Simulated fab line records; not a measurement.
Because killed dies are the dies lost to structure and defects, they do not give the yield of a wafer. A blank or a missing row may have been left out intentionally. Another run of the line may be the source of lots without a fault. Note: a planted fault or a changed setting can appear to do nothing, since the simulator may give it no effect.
Matching of chambers | flow gf180mcu | GF_V2_CMP_26 on cmp-01 has 4 sister chambers
The step polishes, stops on SiO2, t overpolish 15 s, target thk 0 nm. 4 wafers are shown with their chamber, then 9 later ones without.

## WAFERS PAIRED WITH THEIR CHAMBERS
wafer  | chamber | motorCurrentA (A)
L281.3 | 1       | 11.1
L289.6 | 2       | 9.8
L295.2 | 3       | 9.6
L295.5 | 0       | 11.6

## WAFERS MISSING THEIR CHAMBER
wafer  | motorCurrentA (A)
L294.2 | 11.4
L294.5 | 11.6
L294.6 | 10.6
L296.1 | 10.7
L296.2 | 9.1
L296.6 | 11.3
L297.1 | 10.8
L297.2 | 8.9
L297.4 | 10.3

## WHICH CHAMBER EACH ONE RAN IN
wafer  | from the rows above               | in truth
L294.2 | can't be placed: 0 or 1           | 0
L294.5 | can't be placed: 0 or 1           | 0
L294.6 | can't be placed: 1 or 2 or 0 or 3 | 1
L296.1 | can't be placed: 1 or 2 or 0 or 3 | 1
L296.2 | can't be placed: 3 or 2           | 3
L296.6 | can't be placed: 1 or 0           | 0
L297.1 | can't be placed: 1 or 0 or 2      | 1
L297.2 | can't be placed: 3 or 2           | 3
L297.4 | can't be placed: 2 or 3 or 1 or 0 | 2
Placed correctly: 0 of 9. Cannot be placed on the basis of these rows: 9; the candidates contain the true chamber in 9. 0 placed wrongly.
How it was worked out, from the rows above alone: a wafer's distance from a chamber is the root of the sum, over the readings, of the square of ((its reading less the chamber's mean) divided by the reading's scatter). The wafer belongs to the nearest chamber; if the next one is less than 2 further off, it can't be placed. Each chamber's mean is taken over the wafers shown for it. The scatter (one wafer shown for each chamber): square how far every hidden wafer sits from the nearest shown wafer, average those squares and take the square root.
